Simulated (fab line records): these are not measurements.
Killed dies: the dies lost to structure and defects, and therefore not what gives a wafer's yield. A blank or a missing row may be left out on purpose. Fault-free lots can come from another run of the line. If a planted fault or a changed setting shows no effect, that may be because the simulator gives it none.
fab line records    flow gf180mcu
record lots=15  wafers=45  lastDay=34
route steps=602 shown SAB@274 SALICIDE@286 CONTACT@287
lots with no fault: from the same line, run without faults
startH: the number of hours between the record's first day and the start of the first shown wafer of the lot    waitH: time in hours since the lot's previous step    " identical to the entry in the row above    L1.1+2: a row that stands for several wafers    - no value, or no start given    * or withheld: withheld    < > ~ a bound
route shown NAME@n: names a module that has steps shown in the file, with the first one's number in the route    usual: mean and standard deviation over wafers with no fault    same: alike in all rows    chamber/n: place in a boat    sites: readings site by site    _std_site: the standard deviation of these    _edge_site: outer sites' mean less inner sites'    radiusMm: for every site, how far away it sits from the centre of the wafer    mask NAME#n: copy n    behind: tool/chamber where the wafer was last shaped    hold: reason for holding the lot/hours on hold/outcome of the hold    device: names the non-switching transistor (n, p or np)    end of line: at the end of the route, the tests of the same wafers    a step without rows: its recipe alone    killed: at the first sort, the dies lost to defects and structure; wafer yield is something else    map: dies across one wafer; x = killed, . = not, _ = none there
set.NAME: the run value of the setting; set.NAME@STEP: its run value at that earlier step    model.NAME: the simulator's own value behind a step, which no gauge read
route steps across a sampled set of lots; one table per step, one row per wafer
services: a tool's chamber out of use, with start hour (startH, from the record's first day; less than 0 if before it), hours out, and reason
## steps
# step GF_SAB_OVL_MEAS_10
# usual SAB_OVL=-0.5/1.2
lot.wafer  tool        chamber  startH  waitH  SAB_OVL[nm]
L648.1     overlay-01  -        343.86  0.1    -1.6
L648.2     "           -        "       "      0.5
L648.4     "           -        "       "      -1.4
L650.2     overlay-01  -        359.65  0.1    0.7
L650.4     "           -        "       "      -0.8
L650.5     "           -        "       "      1.1
L651.2     overlay-02  -        368.45  0.1    -1.8
L651.3     "           -        "       "      -2.1
L651.4     "           -        "       "      -4.2
L652.3     overlay-02  -        374.91  0.1    1.3
L652.4     "           -        "       "      1.4
L652.5     "           -        "       "      -0.2
L654.2     overlay-01  -        407.37  0.1    -0.5
L654.4     "           -        "       "      -0.7
L654.5     "           -        "       "      -1.2
L657.3     overlay-02  -        447.71  0.1    -2.2
L657.5     "           -        "       "      -0.9
L657.6     "           -        "       "      -0.6
L659.1     overlay-01  -        452.69  0.1    -0.1
L659.3     "           -        "       "      -0.9
L659.6     "           -        "       "      -2.0
L658.1     overlay-01  -        456.29  0.1    -1.3
L658.4     "           -        "       "      -0.2
L658.6     "           -        "       "      -1.7
L661.2     overlay-02  -        458.47  0.1    -2.5
L661.3     "           -        "       "      -1.1
L661.6     "           -        "       "      -2.5
L663.1     overlay-02  -        480.45  0.1    -0.8
L663.3     "           -        "       "      0.0
L663.4     "           -        "       "      -1.1
L664.1     overlay-02  -        493.54  0.1    -0.5
L664.2     "           -        "       "      0.8
L664.5     "           -        "       "      0.1
L665.1     overlay-02  -        493.84  0.1    -0.8
L665.3     "           -        "       "      -0.8
L665.4     "           -        "       "      1.3
L666.1     overlay-01  -        500.79  0.1    -2.0
L666.2     "           -        "       "      -0.8
L666.6     "           -        "       "      0.3
L667.1     overlay-01  -        506.59  0.1    0.7
L667.3     "           -        "       "      1.1
L667.6     "           -        "       "      -0.2
L670.2     overlay-02  -        532.20  0.1    -1.7
L670.4     "           -        "       "      -0.7
L670.6     "           -        "       "      0.5
# step GF_SAB_ETCH_11
# recipe chemistry=C4F8/O2/Ar  maskMaterial=NOVOLAK  target=SiO2  targetDepthNm=55  sourceW=1500  biasW=1200  pressureMtorr=40  c4f8FlowSccm=withheld  O2_flow_sccm=6  Ar_flow_sccm=300  timeS=8.5
# usual oesProductAu=0.999/0.015  rfFwdPowerW=1469/7.4
lot.wafer  tool        chamber  startH  waitH  oesProductAu  rfFwdPowerW  rfHoursCounterH
L648.1     rieDiel-02  2        343.90  0.0    0.995         1468         81
L648.2     "           1        "       "      1.016         1472         5
L648.4     "           2        "       "      1.004         1468         -
L650.2     rieDiel-03  0        359.68  0.0    0.976         1472         41
L650.4     "           1        "       "      1.000         1468         6
L650.5     "           2        "       "      1.019         1475         -
L651.2     rieDiel-04  0        368.48  0.0    1.038         1468         13
L651.3     "           2        "       "      0.979         1460         10
L651.4     "           1        "       "      0.994         1456         5
L652.3     rieDiel-02  0        374.93  0.0    1.011         1465         10
L652.4     "           1        "       "      1.012         1471         -
L652.5     "           0        "       "      1.005         1456         -
L654.2     rieDiel-03  3        407.40  0.0    1.001         1473         8
L654.4     "           0        "       "      0.975         1488         42
L654.5     "           0        "       "      0.971         1482         -
L657.3     rieDiel-04  1        447.73  0.0    0.982         1463         7
L657.5     "           3        "       "      0.993         1474         -
L657.6     "           2        "       "      0.974         1463         -
L659.1     rieDiel-04  2        452.73  0.0    0.983         1466         13
L659.3     "           1        "       "      0.995         1455         7
L659.6     "           0        "       "      1.028         1469         -
L658.1     rieDiel-04  1        456.33  0.0    0.987         1468         7
L658.4     "           1        "       "      0.993         1468         -
L658.6     "           0        "       "      1.016         1464         -
L661.2     rieDiel-02  2        458.50  0.0    0.994         1465         84
L661.3     "           1        "       "      1.015         1465         8
L661.6     "           0        "       "      1.016         1463         -
L663.1     rieDiel-04  2        480.48  0.0    0.984         1470         13
L663.3     "           3        "       "      1.002         1479         14
L663.4     "           1        "       "      0.999         1460         8
L664.1     rieDiel-03  0        493.58  0.0    0.996         1472         45
L664.2     "           3        "       "      0.997         1473         10
L664.5     "           3        "       "      0.986         1469         -
L665.1     rieDiel-02  1        493.88  0.0    1.013         1467         9
L665.3     "           0        "       "      1.016         1465         12
L665.4     "           2        "       "      1.004         1468         85
L666.1     rieDiel-03  2        500.83  0.0    1.008         1468         6
L666.2     "           1        "       "      1.002         1460         10
L666.6     "           3        "       "      1.002         1468         -
L667.1     rieDiel-04  3        506.63  0.0    0.998         1472         15
L667.3     "           0        "       "      1.007         1467         16
L667.6     "           2        "       "      0.978         1465         -
L670.2     rieDiel-03  0        532.23  0.0    0.988         1481         45
L670.4     "           2        "       "      1.005         1479         7
L670.6     "           1        "       "      0.998         1464         -
# step GF_SALICIDE_RTA_08
# recipe tempC=800  timeS=30  ambient=N2
# usual lampPowerPct=18.43/0.18  wafer_temp_C_max=803.8/0.9
lot.wafer  tool          chamber  startH  waitH  lampPowerPct  wafer_temp_C_max
L648.1     rtpAnneal-01  0        344.68  0.0    18.65         803.9
L648.2     "             0        "       "      18.62         803.2
L648.4     "             0        "       "      18.65         803.9
L650.2     rtpAnneal-01  0        360.51  0.0    18.64         803.7
L650.4     "             0        "       "      18.65         803.7
L650.5     "             0        "       "      18.66         802.2
L651.2     rtpAnneal-02  0        369.26  0.0    18.29         805.1
L651.3     "             0        "       "      18.28         803.9
L651.4     "             0        "       "      18.24         804.0
L652.3     rtpAnneal-01  0        375.73  0.0    18.63         804.0
L652.4     "             0        "       "      18.65         803.5
L652.5     "             0        "       "      18.64         804.4
L654.2     rtpAnneal-02  0        408.18  0.0    18.30         803.9
L654.4     "             0        "       "      18.28         805.0
L654.5     "             0        "       "      18.28         804.4
L657.3     rtpAnneal-02  0        448.54  0.0    18.26         806.2
L657.5     "             0        "       "      18.28         803.8
L657.6     "             0        "       "      18.27         804.5
L659.1     rtpAnneal-01  0        453.50  0.0    18.65         802.4
L659.3     "             0        "       "      18.68         803.5
L659.6     "             0        "       "      18.68         803.5
L658.1     rtpAnneal-01  0        457.21  0.0    18.65         802.6
L658.4     "             0        "       "      18.64         803.0
L658.6     "             0        "       "      18.62         802.6
L661.2     rtpAnneal-01  0        459.44  0.0    18.63         802.8
L661.3     "             0        "       "      18.63         804.2
L661.6     "             0        "       "      18.63         803.1
L663.1     rtpAnneal-02  0        481.34  0.0    18.26         804.8
L663.3     "             0        "       "      18.25         803.6
L663.4     "             0        "       "      18.26         803.7
L664.1     rtpAnneal-02  0        494.44  0.0    18.27         803.3
L664.2     "             0        "       "      18.26         803.5
L664.5     "             0        "       "      18.29         803.1
L665.1     rtpAnneal-02  0        494.77  0.0    18.27         804.8
L665.3     "             0        "       "      18.29         803.5
L665.4     "             0        "       "      18.29         805.3
L666.1     rtpAnneal-02  0        501.59  0.0    18.28         804.1
L666.2     "             0        "       "      18.25         804.6
L666.6     "             0        "       "      18.30         803.0
L667.1     rtpAnneal-01  0        507.39  0.0    18.68         801.9
L667.3     "             0        "       "      18.66         803.6
L667.6     "             0        "       "      18.62         802.5
L670.2     rtpAnneal-02  0        533.01  0.0    18.30         803.3
L670.4     "             0        "       "      18.29         804.7
L670.6     "             0        "       "      18.28         804.6
# step GF_CONTACT_CVD_00
# recipe material=SiO2  targetThkNm=300  sigmaOpenFrac=0.3  tempC=400  timeS=50  sih4FlowSccm=60  pressureMtorr=6
lot.wafer   tool       chamber  startH  waitH
L648.1+2+4  hdpcvd-01  1,0,0    344.78  0.1
L650.2+4+5  hdpcvd-02  1,2,0    360.59  0.1
L651.2+3+4  hdpcvd-01  0,2,2    369.34  0.1
L652.3+4+5  hdpcvd-02  1,1,0    375.79  0.1
L654.2+4+5  hdpcvd-01  0,0,1    408.26  0.1
L657.3+5+6  hdpcvd-01  0,1,2    448.61  0.1
L659.1+3+6  hdpcvd-02  0,1,2    453.60  0.1
L659.1+3+6  hdpcvd-02  0,1,2    453.82  0.2
L658.1+4+6  hdpcvd-01  2,1,0    457.41  0.2
L658.1+4+6  hdpcvd-01  2,1,0    457.62  0.2
L661.2+3+6  hdpcvd-01  1,0,2    459.61  0.1
L661.2+3+6  hdpcvd-01  1,0,2    459.82  0.2
L663.1+3+4  hdpcvd-01  0,2,0    481.44  0.1
L664.1+2+5  hdpcvd-02  1,2,1    494.54  0.1
L665.1+3+4  hdpcvd-01  2,0,0    494.87  0.1
L666.1+2+6  hdpcvd-01  2,0,1    501.69  0.1
L667.1+3+6  hdpcvd-01  1,0,2    507.49  0.1
L670.2+4+6  hdpcvd-02  0,2,0    533.09  0.1
# step GF_CONTACT_THK_MEAS_01
# recipe reads=SiO2_of_CONTACT_CVD_00
# usual CONTACT_CVD_00_THK=301.2/2.6
lot.wafer  tool          chamber  startH  waitH  CONTACT_CVD_00_THK[nm]
L648.1     filmMetro-03  -        344.82  0.0    298.0
L648.2     "             -        "       "      299.5
L648.4     "             -        "       "      300.9
L650.2     filmMetro-04  -        360.65  0.0    301.9
L650.4     "             -        "       "      302.2
L650.5     "             -        "       "      299.5
L651.2     filmMetro-04  -        369.40  0.0    298.6
L651.3     "             -        "       "      305.1
L651.4     "             -        "       "      300.7
L652.3     filmMetro-04  -        375.86  0.0    301.2
L652.4     "             -        "       "      303.3
L652.5     "             -        "       "      305.4
L654.2     filmMetro-03  -        408.32  0.0    303.5
L654.4     "             -        "       "      303.1
L654.5     "             -        "       "      301.1
L657.3     filmMetro-01  -        448.67  0.0    300.4
L657.5     "             -        "       "      297.4
L657.6     "             -        "       "      301.4
L659.1     filmMetro-01  -        453.86  0.0    601.2
L659.3     "             -        "       "      603.6
L659.6     "             -        "       "      598.3
L658.1     filmMetro-03  -        457.66  0.0    607.9
L658.4     "             -        "       "      606.4
L658.6     "             -        "       "      608.4
L661.2     filmMetro-03  -        459.88  0.0    602.9
L661.3     "             -        "       "      598.1
L661.6     "             -        "       "      606.5
L663.1     filmMetro-01  -        481.49  0.0    302.5
L663.3     "             -        "       "      299.4
L663.4     "             -        "       "      304.0
L664.1     filmMetro-01  -        494.59  0.0    300.3
L664.2     "             -        "       "      299.9
L664.5     "             -        "       "      300.7
L665.1     filmMetro-01  -        494.92  0.0    295.8
L665.3     "             -        "       "      296.2
L665.4     "             -        "       "      294.8
L666.1     filmMetro-04  -        501.74  0.0    300.5
L666.2     "             -        "       "      297.8
L666.6     "             -        "       "      301.9
L667.1     filmMetro-01  -        507.54  0.0    301.4
L667.3     "             -        "       "      302.0
L667.6     "             -        "       "      302.1
L670.2     filmMetro-03  -        533.15  0.0    303.2
L670.4     "             -        "       "      302.4
L670.6     "             -        "       "      303.3
# step GF_CONTACT_BOW_MEAS_05
# recipe mode=bow
# usual CONTACT_BOW=67/6
lot.wafer  tool          chamber  startH  waitH  CONTACT_BOW[um]
L648.1     filmMetro-01  -        345.31  0.1    61
L648.2     "             -        "       "      68
L648.4     "             -        "       "      75
L650.2     filmMetro-04  -        361.15  0.2    69
L650.4     "             -        "       "      69
L650.5     "             -        "       "      77
L651.2     filmMetro-03  -        369.90  0.2    64
L651.3     "             -        "       "      74
L651.4     "             -        "       "      61
L652.3     filmMetro-03  -        376.37  0.3    62
L652.4     "             -        "       "      72
L652.5     "             -        "       "      69
L654.2     filmMetro-03  -        408.85  0.1    61
L654.4     "             -        "       "      67
L654.5     "             -        "       "      61
L657.3     filmMetro-01  -        449.18  0.3    66
L657.5     "             -        "       "      65
L657.6     "             -        "       "      69
L659.1     filmMetro-01  -        454.35  0.1    87
L659.3     "             -        "       "      85
L659.6     "             -        "       "      73
L658.1     filmMetro-03  -        458.15  0.1    93
L658.4     "             -        "       "      76
L658.6     "             -        "       "      81
L661.2     filmMetro-03  -        460.38  0.2    83
L661.3     "             -        "       "      82
L661.6     "             -        "       "      92
L663.1     filmMetro-01  -        481.98  0.2    63
L663.3     "             -        "       "      62
L663.4     "             -        "       "      58
L664.1     filmMetro-01  -        495.08  0.1    69
L664.2     "             -        "       "      74
L664.5     "             -        "       "      63
L665.1     filmMetro-03  -        495.41  0.2    70
L665.3     "             -        "       "      73
L665.4     "             -        "       "      71
L666.1     filmMetro-04  -        502.29  0.2    60
L666.2     "             -        "       "      69
L666.6     "             -        "       "      62
L667.1     filmMetro-03  -        508.03  0.1    70
L667.3     "             -        "       "      70
L667.6     "             -        "       "      66
L670.2     filmMetro-03  -        533.65  0.1    82
L670.4     "             -        "       "      66
L670.6     "             -        "       "      68
# step GF_CONTACT_ETCH_17
# recipe chemistry=C4F8/O2/Ar  maskMaterial=KrF  target=SiO2  stopOn=CoSi2  sourceW=1500  biasW=1200  pressureMtorr=40  c4f8FlowSccm=withheld  O2_flow_sccm=6  Ar_flow_sccm=300  timeS=withheld  targetDepthA=8600
# usual oesProductAu=0.815/0.0047  rfFwdPowerW=1496/5.1
lot.wafer  tool        chamber  startH  waitH  oesProductAu  rfFwdPowerW
L648.1     rieDiel-01  1        -       -      0.809         1491
L648.2     "           3        "       "      0.814         1496
L648.4     "           0        "       "      0.817         1507
L650.2     rieDiel-03  0        -       -      0.820         1503
L650.4     "           3        "       "      0.811         1504
L650.5     "           1        "       "      0.812         1492
L651.2     rieDiel-02  3        -       -      0.811         1491
L651.3     "           0        "       "      0.823         1490
L651.4     "           2        "       "      0.818         1502
L652.3     rieDiel-02  3        -       -      0.821         1501
L652.4     "           0        "       "      0.819         1496
L652.5     "           3        "       "      0.826         1502
L654.2     rieDiel-03  3        -       -      0.817         1487
L654.4     "           1        "       "      0.810         1494
L654.5     "           1        "       "      0.813         1485
L657.3     rieDiel-03  0        -       -      0.806         1509
L657.5     "           1        "       "      0.812         1498
L657.6     "           2        "       "      0.819         1502
L659.1     rieDiel-02  0        -       -      0.967         1496
L659.3     "           1        "       "      0.958         1498
L659.6     "           0        "       "      0.977         1505
L658.1     rieDiel-03  3        -       -      0.970         1498
L658.4     "           2        "       "      0.975         1497
L658.6     "           3        "       "      0.968         1495
L661.2     rieDiel-02  0        -       -      0.960         1492
L661.3     "           2        "       "      0.968         1490
L661.6     "           2        "       "      0.973         1491
L663.1     rieDiel-02  1        -       -      0.809         1497
L663.3     "           0        "       "      0.812         1489
L663.4     "           3        "       "      0.819         1500
L664.1     rieDiel-01  0        -       -      0.820         1492
L664.2     "           3        "       "      0.817         1490
L664.5     "           0        "       "      0.813         1489
L665.1     rieDiel-03  2        -       -      0.800         1496
L665.3     "           1        "       "      0.807         1496
L665.4     "           3        "       "      0.815         1489
L666.1     rieDiel-01  2        -       -      0.821         1498
L666.2     "           3        "       "      0.811         1497
L666.6     "           0        "       "      0.815         1494
L667.1     rieDiel-02  3        -       -      0.812         1491
L667.3     "           1        "       "      0.816         1496
L667.6     "           2        "       "      0.815         1491
L670.2     rieDiel-03  0        -       -      0.816         1501
L670.4     "           3        "       "      0.820         1496
L670.6     "           2        "       "      0.814         1495
## services
tool        chamber  startH  hours  kind
rieDiel-02  3        340.62  48.9   repair
rieDiel-01  1        341.03  12.7   repair
rieDiel-01  2        343.35  3.9    repair
rieDiel-04  1        381.63  5.0    repair
rieDiel-01  1        383.61  19.6   repair
rieDiel-03  0        385.85  2.9    repair
rieDiel-01  3        387.72  3.0    repair
rieDiel-02  -        390.03  2.2    repair
rieDiel-04  -        392.27  2.0    repair
rieDiel-02  -        405.99  14.6   pm
rieDiel-04  3        454.27  7.8    repair
rieDiel-01  1        473.58  10.1   repair
rieDiel-04  -        481.79  2.8    pm
rieDiel-01  3        498.17  6.0    repair
rieDiel-02  2        506.52  4.4    repair
rieDiel-04  3        509.08  8.6    repair
rieDiel-02  -        514.65  2.8    pm
rieDiel-04  0        523.48  5.7    repair
rieDiel-01  2        533.42  4.3    repair
hdpcvd-02   -        535.59  2.8    pm
hdpcvd-02   -        539.25  15.0   pm
hdpcvd-02   0        539.25  15.0   ventCycle
hdpcvd-02   -        542.50  1.4    repair
rieDiel-01  3        551.10  6.7    repair
## key
firstSign step=GF_CONTACT_CVD_00  reading=visit  direction=added
effect step=GF_CONTACT_THK_MEAS_01  reading=CONTACT_CVD_00_THK  direction=up  sigmas=99+  usual=301.2  struck=603.7
effect step=GF_CONTACT_BOW_MEAS_05  reading=CONTACT_BOW  direction=up  sigmas=2.7  usual=67  struck=83
effect step=GF_CONTACT_ETCH_17  reading=oesProductAu  direction=up  sigmas=33  usual=0.815  struck=0.969
metAt GF_CONTACT_CVD_00
struckLots L658,L659,L661
sortLeftOut L658.1,L658.4,L658.6,L659.1,L659.3,L659.6,L661.2,L661.3,L661.6
testerLeftOut L658,L659,L661
notActingAt GF_SAB_OVL_MEAS_10,GF_SAB_ETCH_11,GF_SALICIDE_RTA_08
fault kind=repeatedStepWhole  tool=hdpcvd-01,hdpcvd-02  chamber=-  onsetH=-  steps=GF_CONTACT_CVD_00  times=1  scope=struckLotsOnly
# testerLeftOut: of these lots the tester's yield and bins aren't shown, on N5 and GAA mostly nor the transistor test; their killed dies are dies lost to structure and defects alone, not to doping, threshold or leakage, so they don't give the yield
# sortLeftOut: the simulated sort isn't trusted on such a fault, so these wafers' sort isn't shown, and their yield isn't known
